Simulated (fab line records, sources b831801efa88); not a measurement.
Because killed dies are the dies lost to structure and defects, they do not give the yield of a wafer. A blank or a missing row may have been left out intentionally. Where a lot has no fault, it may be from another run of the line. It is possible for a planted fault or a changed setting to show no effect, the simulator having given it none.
A lot that was struck, set against a sound lot || flow gf180mcu || 16 steps out of a route of 602
Sound: the wafers L159.2, L159.3, L159.4. Struck: wafer L172.2; the same lot's L172.5 was not struck, so it is left out; see the end for the cause.
Per side, at each step with rows, come the tool, then ch with its chambers, and then its first start. Under that, the readings that differ: sound wafers || struck wafers || difference of the means || sigmas: that difference in standard deviations of wafers without a fault.
alike: readings whose means differ by less than 2 such deviations, and words and numbers that are the same on both sides. not compared: withheld readings, readings that some wafer has no value for, bounds like >300 that may hide the same value, and numbers for which the record gives no deviation and whose values overlap.
A row with sigmas, a row that says differs or no value, or rows on one side alone: a step with any of these is where the two part. When numbers do not overlap yet have no deviation, they are printed without sigmas and do not part them. A reading missing from all wafers of one side parts the sides only when that side holds two or more wafers.

GF_SAB_STRIP_13: strips in O2/N2.
  sound on plasmaAsher-02 ch 0,1, day 14 20:51; struck on plasmaAsher-01 ch 0, day 19 18:57
  alike: drypumpMotorCurrentA, heaterPowerW, oesProductAu, stripTimeToEndpointS
  not compared: rfHoursCounterH
then, 2 steps without rows for these wafers: GF_SALICIDE_CLEAN_00 (cleans in SC1/SC2, time 150 s); GF_SALICIDE_WET_ETCH_01 (etches SiO2 in dHF, target depth 5 nm, time 100 s).
GF_SALICIDE_SPUTTER_02: material Co, target thk 10 nm, time 20 s.
  sound on pvdSputter-04 at day 14 21:02; struck on pvdSputter-04 at day 19 19:08
  alike: throttleValvePct
GF_SALICIDE_SPUTTER_03: material TiN, target thk 20 nm, time 16.7 s.
  sound on pvdSputter-04 at day 14 21:04; struck on pvdSputter-04 at day 19 19:10
  alike: throttleValvePct
GF_SALICIDE_RS_MEAS_04: a four-point-probe measurement.
  sound on filmMetro-04 at day 14 21:07; struck on filmMetro-03 at day 19 19:13
  alike: SALICIDE_TIN_RS
GF_SALICIDE_THK_MEAS_05: measures by xrf.
  sound on filmMetro-04 at day 14 21:13; struck on filmMetro-03 at day 19 19:19
  alike: SALICIDE_TIN_THK
GF_SALICIDE_RTA_06: time 30 s.
  sound on rtpAnneal-02 ch 0, day 14 21:17; struck on rtpAnneal-01 ch 0, day 19 19:23
{"reading": "lampPowerPct (%)", "sound": "7.8 7.8 7.8", "struck": 5.9, "difference": -1.9, "sigmas": -2}
{"reading": "wafer_temp_C_max", "sound": "533.1 533.6 533.3", "struck": 531.3, "difference": -2.0, "sigmas": -3}
  alike: annealTempCMax
then, 1 step without rows for these wafers: GF_SALICIDE_WET_ETCH_07 (etches the open film in SPM, target depth 120 nm).
GF_SALICIDE_RTA_08: time 30 s.
  sound on rtpAnneal-01 ch 0, day 14 21:29; struck on rtpAnneal-02 ch 0, day 19 19:35
  alike: annealTempCMax, lampPowerPct, wafer_temp_C_max
then, 1 step without rows for these wafers: GF_CONTACT_CVD_00 (deposits SiO2, target thk 300 nm, time 50 s).
GF_CONTACT_THK_MEAS_01:
  sound on filmMetro-02 at day 14 21:37; struck on filmMetro-01 at day 19 19:43
  alike: CONTACT_CVD_00_THK
GF_CONTACT_CVD_02: deposits SiO2 from TEOS, target thk 860 nm, time 95.992 s.
  sound on pecvd-04 ch 0,1, day 14 21:40; struck on pecvd-04 ch 2, day 19 19:46
{"reading": "model.SiO2_of_CONTACT_CVD_02.thkNm (nm)", "sound": "852.3 860.7 859.2", "struck": 631.1, "difference": -226.3, "sigmas": ""}
  alike: heaterPowerW
  not compared: sinceWetCleanH
GF_CONTACT_THK_MEAS_03:
  sound on filmMetro-01 at day 14 21:45; struck on filmMetro-03 at day 19 19:51
{"reading": "CONTACT_CVD_02_THK (nm)", "sound": "853 861 859", "struck": 631, "difference": -227, "sigmas": -17}
GF_CONTACT_CMP_04: polishes SiO2.
  sound on cmp-01 ch 0,2,3, day 14 21:48; struck on cmp-02 ch 2, day 19 20:00
{"reading": "timeToEndpointS (s)", "sound": "104 109 105", "struck": 28, "difference": -78, "sigmas": -12}
  alike: motorCurrentA
GF_CONTACT_BOW_MEAS_05:
  sound on filmMetro-01 at day 14 22:07; struck on filmMetro-01 at day 19 20:13
  alike: CONTACT_BOW

## WHERE THEY PART
Earliest at GF_SALICIDE_RTA_06; latest, in this record, at GF_CONTACT_CMP_04. Later steps at which nothing parts them and some readings are alike: GF_CONTACT_BOW_MEAS_05.

WHY: whatever the simulator had introduced
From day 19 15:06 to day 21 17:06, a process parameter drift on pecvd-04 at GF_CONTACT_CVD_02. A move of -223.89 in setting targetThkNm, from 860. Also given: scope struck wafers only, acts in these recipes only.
